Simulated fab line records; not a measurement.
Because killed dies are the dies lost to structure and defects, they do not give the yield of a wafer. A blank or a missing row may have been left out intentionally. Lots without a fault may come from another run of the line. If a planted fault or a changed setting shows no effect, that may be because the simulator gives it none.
fab line records + flow gf180mcu
record:
- lots: 7
- wafers: 21
- last_day: 34
route steps=602 shown M1@319 PASSIVATION@602
lots that met no fault: taken from a fault-free run of the same line
start_h: start of the lot's first displayed wafer, in hours after the record's first day + wait_h: time in hours since the lot's previous step + " repeats the value in the row above + L1.1+2: a single row standing in for several wafers + - value missing, or start not given + * or withheld: withheld + < > ~ a bound
route shown NAME@n: names a module that has steps shown in the file, with the first one's number in the route + usual: mean/standard deviation taken from wafers without a fault + same: alike in all rows + chamber/n: place in a boat + sites: the reading at each site + _std_site: standard deviation of those values + _edge_site: inner sites' mean taken away from outer sites' mean + radius_mm: how far each site lies from the wafer's centre + mask NAME#n: copy n + behind: the last tool/chamber to shape the wafer + hold: why the lot was held/for how many hours/how that ended + device: transistor that didn't switch, given as n, p or np + end of line: the same wafers' tests at the end of the route + step lacking rows: just its recipe + killed: dies that structure and defects cost at the first sort, which is not the same as the wafer's yield + map: the dies of a wafer, with x for killed, . for not killed, _ for no die there
set.NAME: the setting the step ran with; set.NAME@STEP: the setting that earlier step ran with + model.NAME: the simulator's own value behind a step, which no gauge read
lots at some steps of the route; a table a step, a row a wafer
services: when a tool's chamber went out of use (start_h, in hours from the record's first day, below 0 if earlier), for how many hours, and the reason
== steps ==
step: GF_M1_SPUTTER_04
recipe:
- material: TiN
- target_thk_nm: 50
- power_w: 6500
- time_s: 41.7
- chamber_pressure_pa: 0.4
usual:
- throttle_valve_pct: 30.1/0.85
same:
- time_s: 41.7
| lot.wafer | tool           | chamber | start_h | wait_h | throttle_valve_pct |
|-----------|----------------|---------|---------|--------|--------------------|
| L802.2    | pvd_sputter-04 | -       | 373.84  | 0.0    | 29.7               |
| L802.3    | "              | -       | "       | "      | 30.6               |
| L802.4    | "              | -       | "       | "      | 30.9               |
| L807.2    | pvd_sputter-03 | -       | 419.33  | 0.0    | 29.2               |
| L807.3    | "              | -       | "       | "      | 28.0               |
| L807.4    | "              | -       | "       | "      | 30.5               |
| L809.1    | pvd_sputter-03 | -       | 435.53  | 0.0    | 29.0               |
| L809.2    | "              | -       | "       | "      | 28.2               |
| L809.6    | "              | -       | "       | "      | 28.3               |
| L810.2    | pvd_sputter-04 | -       | 443.35  | 0.0    | 31.0               |
| L810.3    | "              | -       | "       | "      | 30.7               |
| L810.4    | "              | -       | "       | "      | 29.8               |
| L811.2    | pvd_sputter-03 | -       | 454.76  | 0.0    | 28.2               |
| L811.4    | "              | -       | "       | "      | 30.3               |
| L811.5    | "              | -       | "       | "      | 29.1               |
| L815.1    | pvd_sputter-01 | -       | 487.13  | 0.0    | 30.8               |
| L815.3    | "              | -       | "       | "      | 30.5               |
| L815.4    | "              | -       | "       | "      | 29.5               |
| L824.2    | pvd_sputter-04 | -       | 562.50  | 0.0    | 30.4               |
| L824.4    | "              | -       | "       | "      | 29.9               |
| L824.6    | "              | -       | "       | "      | 30.8               |
step: GF_M1_RS_MEAS_05
recipe:
- thk_meas_gauge: four-point-probe
- reads: TiN_of_M1_SPUTTER_04+Ti_of_M1_SPUTTER_03+AlCu_of_M1_SPUTTER_02+TiN_of_M1_SPUTTER_01+Ti_of_M1_SPUTTER_00
usual:
- M1_ALCU_RS: 0.0696/0.00072
| lot.wafer | tool          | chamber | start_h | wait_h | M1_ALCU_RS[ohm/sq] |
|-----------|---------------|---------|---------|--------|--------------------|
| L802.2    | film_metro-04 | -       | 373.90  | 0.0    | 0.0700             |
| L802.3    | "             | -       | "       | "      | 0.0703             |
| L802.4    | "             | -       | "       | "      | 0.0696             |
| L807.2    | film_metro-04 | -       | 419.39  | 0.0    | 0.0690             |
| L807.3    | "             | -       | "       | "      | 0.0678             |
| L807.4    | "             | -       | "       | "      | 0.0689             |
| L809.1    | film_metro-03 | -       | 435.57  | 0.0    | 0.0704             |
| L809.2    | "             | -       | "       | "      | 0.0690             |
| L809.6    | "             | -       | "       | "      | 0.0692             |
| L810.2    | film_metro-01 | -       | 443.41  | 0.0    | 0.0699             |
| L810.3    | "             | -       | "       | "      | 0.0697             |
| L810.4    | "             | -       | "       | "      | 0.0696             |
| L811.2    | film_metro-03 | -       | 454.82  | 0.0    | 0.0691             |
| L811.4    | "             | -       | "       | "      | 0.0700             |
| L811.5    | "             | -       | "       | "      | 0.0702             |
| L815.1    | film_metro-01 | -       | 487.17  | 0.0    | 0.0688             |
| L815.3    | "             | -       | "       | "      | 0.0691             |
| L815.4    | "             | -       | "       | "      | 0.0692             |
| L824.2    | film_metro-03 | -       | 562.56  | 0.0    | 0.0693             |
| L824.4    | "             | -       | "       | "      | 0.0691             |
| L824.6    | "             | -       | "       | "      | 0.0686             |
step: GF_M1_THK_MEAS_06
recipe:
- thk_meas_gauge: xrf
- reads: AlCu_of_M1_SPUTTER_02
usual:
- M1_ALCU_THK: 443/5.5
| lot.wafer | tool          | chamber | start_h | wait_h | M1_ALCU_THK[nm] |
|-----------|---------------|---------|---------|--------|-----------------|
| L802.2    | film_metro-04 | -       | 374.01  | 0.1    | 438             |
| L802.3    | "             | -       | "       | "      | 438             |
| L802.4    | "             | -       | "       | "      | 440             |
| L807.2    | film_metro-04 | -       | 419.50  | 0.1    | 447             |
| L807.3    | "             | -       | "       | "      | 453             |
| L807.4    | "             | -       | "       | "      | 448             |
| L809.1    | film_metro-03 | -       | 435.69  | 0.1    | 438             |
| L809.2    | "             | -       | "       | "      | 446             |
| L809.6    | "             | -       | "       | "      | 444             |
| L810.2    | film_metro-01 | -       | 443.52  | 0.1    | 445             |
| L810.3    | "             | -       | "       | "      | 442             |
| L810.4    | "             | -       | "       | "      | 446             |
| L811.2    | film_metro-03 | -       | 454.93  | 0.1    | 445             |
| L811.4    | "             | -       | "       | "      | 440             |
| L811.5    | "             | -       | "       | "      | 437             |
| L815.1    | film_metro-01 | -       | 487.29  | 0.1    | 454             |
| L815.3    | "             | -       | "       | "      | 449             |
| L815.4    | "             | -       | "       | "      | 451             |
| L824.2    | film_metro-03 | -       | 562.67  | 0.1    | 443             |
| L824.4    | "             | -       | "       | "      | 443             |
| L824.6    | "             | -       | "       | "      | 448             |
step: GF_M1_DEHYDRATE_07
recipe:
- temp_c: 200
- time_s: 60
step: GF_M1_HMDS_08
recipe:
- prime_time_s: 60
- prime_temp_c: 120
step: GF_M1_COAT_09
recipe:
- resist: KrF
- spin_rpm: withheld
- resist_thk_nm: 1000
step: GF_M1_SOFTBAKE_10
recipe:
- temp_c: 130
- time_s: 60
- resist: KrF
step: GF_M1_EXPOSE_11
recipe:
- mask_id: Metal1
- target_cd_nm: 230
- na: 0.68
- source_shape: conventional
- sigma_outer: 0.6
- dose_mj: 28
step: GF_M1_PEB_12
recipe:
- peb_temp_c: 135
- peb_time_s: 90
- resist: KrF
step: GF_M1_DEVELOP_13
recipe:
- develop_time_s: 60
- dev_temp_c: 21
step: GF_M1_CD_MEAS_14
recipe:
- target_cd_nm: 230
usual:
- cd_nm: 230.0/1.1
| lot.wafer | tool      | chamber | start_h | wait_h | cd_nm |
|-----------|-----------|---------|---------|--------|-------|
| L802.2    | cd_sem-02 | -       | 397.17  | 0.1    | 231.1 |
| L802.3    | "         | -       | "       | "      | 230.9 |
| L802.4    | "         | -       | "       | "      | 230.5 |
| L807.2    | cd_sem-01 | -       | 442.97  | 0.1    | 229.7 |
| L807.3    | "         | -       | "       | "      | 228.9 |
| L807.4    | "         | -       | "       | "      | 229.6 |
| L809.1    | cd_sem-01 | -       | 459.80  | 0.1    | 229.4 |
| L809.2    | "         | -       | "       | "      | 228.1 |
| L809.6    | "         | -       | "       | "      | 230.2 |
| L810.2    | cd_sem-02 | -       | 468.18  | 0.1    | 230.6 |
| L810.3    | "         | -       | "       | "      | 231.7 |
| L810.4    | "         | -       | "       | "      | 230.0 |
| L811.2    | cd_sem-01 | -       | 478.43  | 0.1    | 230.9 |
| L811.4    | "         | -       | "       | "      | 230.2 |
| L811.5    | "         | -       | "       | "      | 230.7 |
| L815.1    | cd_sem-02 | -       | 510.10  | 0.1    | 230.6 |
| L815.3    | "         | -       | "       | "      | 229.2 |
| L815.4    | "         | -       | "       | "      | 229.5 |
| L824.2    | cd_sem-01 | -       | 584.12  | 0.1    | 230.7 |
| L824.4    | "         | -       | "       | "      | 230.6 |
| L824.6    | "         | -       | "       | "      | 230.5 |
step: GF_M1_OVL_MEAS_15
usual:
- M1_OVL: -5/5.4
| lot.wafer | tool       | chamber | start_h | wait_h | M1_OVL[nm] |
|-----------|------------|---------|---------|--------|------------|
| L802.2    | overlay-01 | -       | 397.28  | 0.1    | -13        |
| L802.3    | "          | -       | "       | "      | -17        |
| L802.4    | "          | -       | "       | "      | -5         |
| L807.2    | overlay-02 | -       | 443.08  | 0.1    | -3         |
| L807.3    | "          | -       | "       | "      | -3         |
| L807.4    | "          | -       | "       | "      | -6         |
| L809.1    | overlay-02 | -       | 459.92  | 0.1    | -10        |
| L809.2    | "          | -       | "       | "      | -8         |
| L809.6    | "          | -       | "       | "      | -11        |
| L810.2    | overlay-02 | -       | 468.29  | 0.1    | -7         |
| L810.3    | "          | -       | "       | "      | 0          |
| L810.4    | "          | -       | "       | "      | -8         |
| L811.2    | overlay-02 | -       | 478.54  | 0.1    | 11         |
| L811.4    | "          | -       | "       | "      | 9          |
| L811.5    | "          | -       | "       | "      | 4          |
| L815.1    | overlay-01 | -       | 510.22  | 0.1    | -3         |
| L815.3    | "          | -       | "       | "      | -9         |
| L815.4    | "          | -       | "       | "      | -13        |
| L824.2    | overlay-02 | -       | 584.22  | 0.1    | -2         |
| L824.4    | "          | -       | "       | "      | -2         |
| L824.6    | "          | -       | "       | "      | -3         |
step: GF_M1_METAL_ETCH_16
recipe:
- chemistry: Cl2/BCl3
- mask_material: KrF
- target_depth_nm: 627.5
- stop_on: SiO2
- pressure_mtorr: 8
- icp_w: 800
- bias_w: 140
- Cl2_flow_sccm: 80
- bcl3_flow_sccm: 40
- time_s: 104.6
usual:
- bias_w: 139.9/0.42
- drypump_motor_current_A: 5.7/0.44
- oes_product_au: 0.972/0.0066
- run_length_s: 133.3/0.86
- throttle_valve_pct: 28.249/0.01
| lot.wafer | tool         | chamber | start_h | wait_h | bias_w | drypump_motor_current_A | oes_product_au | rf_hours_counter_h | run_length_s | throttle_valve_pct | model.etch.depth_nm | model.M1.feature_depth_nm | model.KrF_of_M1_COAT_09.thk_nm |
|-----------|--------------|---------|---------|--------|--------|-------------------------|----------------|--------------------|--------------|--------------------|---------------------|---------------------------|--------------------------------|
| L802.2    | rie_metal-02 | 0       | 397.31  | 0.0    | 139.4  | 4.8                     | 0.974          | 5                  | 133.2        | 28.260             | 600.2               | 600.2                     | 736.5                          |
| L802.3    | "            | 0       | "       | "      | 139.7  | 4.8                     | 0.967          | -                  | 133.7        | 28.259             | 596.5               | 596.5                     | 735.1                          |
| L802.4    | "            | 1       | "       | "      | 140.6  | 6.2                     | 0.972          | -                  | 134.2        | 28.263             | 601.2               | 601.2                     | 736.5                          |
| L807.2    | rie_metal-03 | 0       | 443.14  | 0.1    | -      | 5.6                     | 1.001          | -                  | 109.8        | 28.206             | 491.8               | 491.8                     | 787.6                          |
| L807.3    | "            | 0       | "       | "      | 140.5  | 5.6                     | 0.979          | -                  | 132.5        | 28.252             | 613.3               | 613.3                     | 731.9                          |
| L807.4    | "            | 0       | "       | "      | 139.6  | 5.6                     | 0.969          | -                  | 132.9        | 28.251             | 605.9               | 605.9                     | 733.8                          |
| L809.1    | rie_metal-03 | 0       | 459.95  | 0.0    | -      | 5.6                     | 1.006          | 9                  | 109.9        | 28.208             | 496.5               | 496.5                     | 783.2                          |
| L809.2    | "            | 1       | "       | "      | -      | 5.9                     | 1.010          | 0                  | 110.2        | 28.210             | 502.2               | 502.2                     | 778.3                          |
| L809.6    | "            | 0       | "       | "      | 140.2  | 5.6                     | 0.975          | -                  | 132.7        | 28.255             | 604.3               | 604.3                     | 725.1                          |
| L810.2    | rie_metal-02 | 0       | 468.32  | 0.0    | 140.2  | 4.9                     | 0.972          | 7                  | 133.3        | 28.258             | 600.8               | 600.8                     | 736.5                          |
| L810.3    | "            | 1       | "       | "      | 140.2  | 6.2                     | 0.963          | -                  | 133.4        | 28.254             | 602.6               | 602.6                     | 737.6                          |
| L810.4    | "            | 0       | "       | "      | 140.1  | 4.9                     | 0.980          | -                  | 133.9        | 28.243             | 602.7               | 602.7                     | 735.1                          |
| L811.2    | rie_metal-03 | 1       | 478.57  | 0.0    | -      | 5.9                     | 1.007          | 0                  | 110.5        | 28.206             | 501.6               | 501.6                     | 784.9                          |
| L811.4    | "            | 0       | "       | "      | 140.0  | 5.6                     | 0.964          | -                  | 132.7        | 28.253             | 598.5               | 598.5                     | 734.4                          |
| L811.5    | "            | 0       | "       | "      | 139.9  | 5.6                     | 0.962          | -                  | 132.6        | 28.248             | 597.9               | 597.9                     | 736.2                          |
| L815.1    | rie_metal-02 | 0       | 510.25  | 0.0    | 140.8  | 4.9                     | 0.977          | 7                  | 133.4        | 28.257             | 604.7               | 604.7                     | 739.7                          |
| L815.3    | "            | 1       | "       | "      | 140.5  | 6.2                     | 0.966          | -                  | 133.5        | 28.235             | 602.9               | 602.9                     | 738.4                          |
| L815.4    | "            | 0       | "       | "      | 140.0  | 4.9                     | 0.975          | -                  | 133.7        | 28.252             | 603.5               | 603.5                     | 740.2                          |
| L824.2    | rie_metal-03 | 1       | 584.25  | 0.0    | 139.8  | 6.0                     | 0.968          | 3                  | 133.5        | 28.243             | 605.1               | 605.1                     | 727                            |
| L824.4    | "            | 0       | "       | "      | 140.1  | 5.6                     | 0.982          | -                  | 132.7        | 28.239             | 605.3               | 605.3                     | 728.8                          |
| L824.6    | "            | 1       | "       | "      | 139.7  | 5.9                     | 0.988          | -                  | 133.0        | 28.221             | 608.2               | 608.2                     | 725.6                          |
step: GF_M1_STRIP_17
recipe:
- chemistry: O2/N2
- power_w: 1400
- pressure_mtorr: 1500
- platen_temp_c: 250
- o2_flow_sccm: 3000
- n2_flow_sccm: 300
- overash_fraction: 0.5
usual:
- drypump_motor_current_A: 5.7/0.45
- heater_power_w: 343/33
- oes_product_au: 0.557/0.0054
- strip_time_to_endpoint_s: 7.85/0.048
| lot.wafer | tool            | chamber | start_h | wait_h | drypump_motor_current_A | heater_power_w | oes_product_au | rf_hours_counter_h | strip_time_to_endpoint_s |
|-----------|-----------------|---------|---------|--------|-------------------------|----------------|----------------|--------------------|--------------------------|
| L802.2    | plasma_asher-03 | 1       | 397.42  | 0.1    | 6.3                     | 410            | 0.562          | 30                 | 7.89                     |
| L802.3    | "               | 0       | "       | "      | 5.3                     | 333            | 0.553          | -                  | 7.87                     |
| L802.4    | "               | 1       | "       | "      | 6.3                     | 393            | 0.560          | -                  | 7.89                     |
| L807.2    | plasma_asher-01 | 1       | 443.33  | 0.2    | 5.7                     | 307            | 0.575          | 66                 | 8.40                     |
| L807.3    | "               | 1       | "       | "      | 5.7                     | 308            | 0.562          | -                  | 7.85                     |
| L807.4    | "               | 0       | "       | "      | 5.4                     | 378            | 0.562          | -                  | 7.88                     |
| L809.1    | plasma_asher-04 | 0       | 460.07  | 0.1    | 5.1                     | 336            | 0.574          | 3                  | 8.33                     |
| L809.2    | "               | 1       | "       | "      | 6.4                     | 319            | 0.578          | 3                  | 8.29                     |
| L809.6    | "               | 1       | "       | "      | 6.4                     | 326            | 0.557          | -                  | 7.78                     |
| L810.2    | plasma_asher-01 | 1       | 468.43  | 0.1    | 5.7                     | 306            | 0.568          | 69                 | 7.90                     |
| L810.3    | "               | 1       | "       | "      | 5.7                     | 309            | 0.559          | -                  | 7.90                     |
| L810.4    | "               | 0       | "       | "      | 5.4                     | 365            | 0.565          | -                  | 7.88                     |
| L811.2    | plasma_asher-01 | 1       | 478.68  | 0.1    | 5.7                     | 309            | 0.576          | 70                 | 8.37                     |
| L811.4    | "               | 1       | "       | "      | 5.7                     | 317            | 0.561          | -                  | 7.86                     |
| L811.5    | "               | 1       | "       | "      | 5.7                     | 310            | 0.555          | -                  | 7.89                     |
| L815.1    | plasma_asher-04 | 1       | 510.37  | 0.1    | 6.4                     | 320            | 0.562          | 9                  | 7.92                     |
| L815.3    | "               | 1       | "       | "      | 6.4                     | 323            | 0.558          | -                  | 7.91                     |
| L815.4    | "               | 0       | "       | "      | 5.1                     | 337            | 0.562          | -                  | 7.93                     |
| L824.2    | plasma_asher-01 | 1       | 584.37  | 0.1    | 5.7                     | 313            | 0.549          | 82                 | 7.80                     |
| L824.4    | "               | 1       | "       | "      | 5.7                     | 304            | 0.557          | -                  | 7.81                     |
| L824.6    | "               | 1       | "       | "      | 5.7                     | 308            | 0.559          | -                  | 7.80                     |
step: GF_M1_STRIP_18
recipe:
- chemistry: post_etch_residue_remover
- time_s: 1200
- temp_c: 72.5
step: GF_PASSIVATION_PROBE_99
| lot.wafer | tool      | chamber | start_h | wait_h | model.etest.tester.sort_n_pass | model.etest.tester.sort_yield_pct | model.etest.tester.sort_bin_3_pct | model.etest.ldnmos_10p0.over_limit | model.etest.diode_pwell_dnwell.over_limit | model.etest.ppoly_u.short | model.etest.nmos_6p0_turned.short | model.etest.iso_nplus_nwell.over_limit |
|-----------|-----------|---------|---------|--------|--------------------------------|-----------------------------------|-----------------------------------|------------------------------------|-------------------------------------------|---------------------------|-----------------------------------|----------------------------------------|
| L802.2    | prober-02 | -       | 682.74  | 0.1    | 438                            | 89.02                             | 0                                 | 0                                  | 0                                         | 0                         | 0                                 | 0                                      |
| L802.3    | prober-02 | -       | 682.79  | 0.2    | 441                            | 89.63                             | 0.813                             | 0                                  | 0                                         | 0                         | 0                                 | 0                                      |
| L802.4    | prober-02 | -       | 682.84  | 0.2    | 438                            | 89.02                             | 0.4065                            | 0                                  | 0                                         | 0                         | 0                                 | 0                                      |
| L807.2    | prober-01 | -       | 717.12  | 0.1    | -                              | -                                 | -                                 | 1                                  | 1                                         | 1                         | 1                                 | 1                                      |
| L807.3+4  | prober-01 | -       | 717.17  | 0.2    | -                              | -                                 | -                                 | 0                                  | 0                                         | 0                         | 0                                 | 0                                      |
| L809.1    | prober-01 | -       | 729.72  | 0.1    | 0                              | 0                                 | 89.63                             | 1                                  | 1                                         | 1                         | 1                                 | 1                                      |
| L809.2    | prober-01 | -       | 729.77  | 0.1    | 0                              | 0                                 | 89.84                             | 1                                  | 1                                         | 1                         | 1                                 | 1                                      |
| L809.6    | prober-01 | -       | 729.97  | 0.2    | 444                            | 90.24                             | 0                                 | 0                                  | 0                                         | 0                         | 0                                 | 0                                      |
| L810.2    | prober-02 | -       | 735.55  | 0.1    | 445                            | 90.45                             | 0.2033                            | 0                                  | 0                                         | 0                         | 0                                 | 0                                      |
| L810.3    | prober-02 | -       | 735.60  | 0.2    | 436                            | 88.62                             | 0                                 | 0                                  | 0                                         | 0                         | 0                                 | 0                                      |
| L810.4    | prober-02 | -       | 735.65  | 0.2    | 435                            | 88.41                             | 0.2033                            | 0                                  | 0                                         | 0                         | 0                                 | 0                                      |
| L811.2    | prober-01 | -       | 742.00  | 0.1    | -                              | -                                 | -                                 | 1                                  | 1                                         | 1                         | 1                                 | 1                                      |
| L811.4+5  | prober-01 | -       | 742.10  | 0.2    | -                              | -                                 | -                                 | 0                                  | 0                                         | 0                         | 0                                 | 0                                      |
| L815.1    | prober-01 | -       | 766.32  | 0.1    | 451                            | 91.67                             | 0.2033                            | 0                                  | 0                                         | 0                         | 0                                 | 0                                      |
| L815.3    | prober-01 | -       | 766.42  | 0.2    | 450                            | 91.46                             | 0                                 | 0                                  | 0                                         | 0                         | 0                                 | 0                                      |
| L815.4    | prober-01 | -       | 766.47  | 0.2    | 423                            | 85.98                             | 0.4065                            | 0                                  | 0                                         | 0                         | 0                                 | 0                                      |
| L824.2    | prober-02 | -       | 817.12  | 0.1    | 442                            | 89.84                             | 0.4065                            | 0                                  | 0                                         | 0                         | 0                                 | 0                                      |
| L824.4    | prober-02 | -       | 817.22  | 0.2    | 448                            | 91.06                             | 0.6098                            | 0                                  | 0                                         | 0                         | 0                                 | 0                                      |
| L824.6    | prober-02 | -       | 817.32  | 0.2    | 436                            | 88.62                             | 0.6098                            | 0                                  | 0                                         | 0                         | 0                                 | 0                                      |
killed by level:class
L802.2 CONTACT:geometric_particle:open=9 V2:geometric_particle:open=5 V4:geometric_particle:open=5 STI:geometric_particle:open=4 V5:geometric_particle:short=4 V1:geometric_particle:open=3 V3:geometric_particle:open=3 M5:geometric_particle:short=3
L802.3 V3:geometric_particle:open=10 STI:geometric_particle:short=6 STI:geometric_particle:open=4 V1:geometric_particle:open=4 V5:geometric_particle:open=4 POLY_GATE:geometric_particle:open=3 V4:geometric_particle:open=3 V1:geometric_particle:short=2
L802.4 V4:geometric_particle:open=8 CONTACT:geometric_particle:open=5 V3:geometric_particle:open=4 V5:geometric_particle:open=4 M3:geometric_particle:short=3 CONTACT:geometric_particle:short=3 M1:geometric_particle:short=3 V1:geometric_particle:open=3
L809.1 V3:geometric_particle:open=6 CONTACT:geometric_particle:open=5 CONTACT:geometric_particle:short=4 M4:geometric_particle:short=4 STI:geometric_particle:open=3 M3:geometric_particle:short=3 V4:geometric_particle:open=3 M5:geometric_particle:short=3
L809.2 CONTACT:geometric_particle:short=7 CONTACT:geometric_particle:open=6 V5:geometric_particle:open=6 V1:geometric_particle:short=5 M1:geometric_particle:short=3 V3:geometric_particle:short=3 M5:geometric_particle:short=3 SALICIDE:geometric_particle:short=2
L809.6 V2:geometric_particle:open=5 CONTACT:geometric_particle:open=4 V3:geometric_particle:short=4 V5:geometric_particle:open=4 STI:geometric_particle:open=3 CONTACT:geometric_particle:short=3 V1:geometric_particle:open=3 SALICIDE:geometric_particle:short=2
L810.2 V2:geometric_particle:open=7 CONTACT:geometric_particle:short=5 CONTACT:geometric_particle:open=5 M1:geometric_particle:short=3 V1:geometric_particle:open=3 STI:geometric_particle:open=2 V1:geometric_particle:short=2 M2:geometric_particle:short=2
L810.3 V3:geometric_particle:open=7 V4:geometric_particle:open=6 CONTACT:geometric_particle:open=5 V1:geometric_particle:open=5 V5:geometric_particle:open=4 TOP_METAL:geometric_particle:short=4 V1:geometric_particle:short=3 V2:geometric_particle:open=3
L810.4 V5:geometric_particle:open=13 V1:geometric_particle:open=8 CONTACT:geometric_particle:open=5 V4:geometric_particle:open=5 V2:geometric_particle:open=4 V3:geometric_particle:open=4 STI:geometric_particle:open=3 STI:geometric_particle:short=2
L815.1 CONTACT:geometric_particle:open=6 V3:geometric_particle:open=4 V4:geometric_particle:open=4 M1:geometric_particle:short=3 CONTACT:geometric_particle:short=2 V1:geometric_particle:short=2 V1:geometric_particle:open=2 V2:geometric_particle:open=2
L815.3 V2:geometric_particle:open=7 V5:geometric_particle:open=5 STI:geometric_particle:open=3 STI:geometric_particle:short=3 CONTACT:geometric_particle:open=3 V4:geometric_particle:short=3 M1:geometric_particle:short=2 V2:geometric_particle:short=2
L815.4 STI:geometric_particle:short=5 V2:geometric_particle:open=5 V1:geometric_particle:open=5 V3:geometric_particle:open=5 V4:geometric_particle:open=5 STI:geometric_particle:open=4 CONTACT:geometric_particle:short=4 V2:geometric_particle:short=4
L824.2 V1:geometric_particle:open=6 STI:geometric_particle:short=5 V2:geometric_particle:open=4 V1:geometric_particle:short=3 V2:geometric_particle:short=3 M4:geometric_particle:short=3 V4:geometric_particle:open=3 STI:geometric_particle:open=2
L824.4 V1:geometric_particle:open=6 V4:geometric_particle:open=6 CONTACT:geometric_particle:open=4 V1:geometric_particle:short=4 V5:geometric_particle:open=3 STI:geometric_particle:short=2 CONTACT:geometric_particle:short=2 M2:geometric_particle:short=2
L824.6 CONTACT:geometric_particle:open=6 V2:geometric_particle:open=6 V3:geometric_particle:open=5 V5:geometric_particle:open=5 V1:geometric_particle:open=4 V2:geometric_particle:short=4 V4:geometric_particle:open=4 V5:geometric_particle:short=4
== services ==
| tool            | chamber | start_h | hours | kind                   |
|-----------------|---------|---------|-------|------------------------|
| plasma_asher-03 | -       | 374.70  | 2.8   | pm                     |
| pvd_sputter-04  | 0       | 383.80  | -     | consumable_replace:kit |
| pvd_sputter-04  | 0       | 383.80  | 18.0  | scheduled_down         |
| pvd_sputter-04  | 0       | 383.80  | 18.0  | vent_cycle             |
| plasma_asher-04 | -       | 411.43  | 2.6   | repair                 |
| plasma_asher-04 | -       | 421.25  | 9.0   | pm                     |
| plasma_asher-04 | 0       | 421.25  | 9.0   | vent_cycle             |
| plasma_asher-04 | 1       | 421.25  | 9.0   | vent_cycle             |
| rie_metal-03    | 1       | 421.25  | -     | clean                  |
| rie_metal-03    | 1       | 421.25  | 28.2  | scheduled_down         |
| rie_metal-03    | 1       | 421.25  | 28.2  | vent_cycle             |
| plasma_asher-04 | -       | 431.83  | 2.0   | repair                 |
| rie_metal-03    | -       | 479.00  | 1.0   | repair                 |
| rie_metal-03    | 0       | 511.87  | -     | clean                  |
| rie_metal-03    | 0       | 511.87  | 20.2  | scheduled_down         |
| rie_metal-03    | 0       | 511.87  | 20.2  | vent_cycle             |
| plasma_asher-01 | -       | 517.54  | 7.0   | repair                 |
| plasma_asher-03 | -       | 521.65  | 10.7  | repair                 |
| plasma_asher-03 | -       | 558.90  | 1.9   | repair                 |
| rie_metal-02    | 1       | 568.10  | 2.7   | repair                 |
| plasma_asher-04 | -       | 572.45  | 2.0   | repair                 |
| plasma_asher-01 | -       | 576.45  | 0.4   | repair                 |
| pvd_sputter-01  | -       | 579.50  | 1.1   | repair                 |
| plasma_asher-03 | -       | 579.69  | 0.8   | repair                 |
== key ==
first_sign:
- step: GF_M1_METAL_ETCH_16
- reading: run_length_s
- direction: down
- sigmas: 27
- usual: *
- struck: *
effect:
- step: GF_M1_METAL_ETCH_16
- reading: oes_product_au
- direction: up
- sigmas: 5.1
- usual: 0.972
- struck: 1.006
effect:
- step: GF_M1_STRIP_17
- reading: strip_time_to_endpoint_s
- direction: up
- sigmas: 11
- usual: *
- struck: *
model_effect:
- step: GF_M1_METAL_ETCH_16
- value: etch.depth_nm
- without: 603.3
- struck: 498
model_effect:
- step: GF_PASSIVATION_PROBE_99
- value: etest.tester.sort_n_pass
- without: 440
- struck: 0
met_at GF_M1_METAL_ETCH_16
struck_wafers L807.2,L809.1,L809.2,L811.2
sort_left_out L807.2,L811.2
fault:
- kind: process_parameter_drift
- tool: rie_metal-03
- chamber: -
- onset_h: 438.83
- steps: GF_M1_METAL_ETCH_16
- channel: time_s
- offset: *
- shape: step
- end_h: 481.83
- scope: struck_wafers_only
- acts_in: *
- stated: *
sort_left_out: the simulated sort isn't trusted on such a fault, so these wafers' sort isn't shown, and their yield isn't known
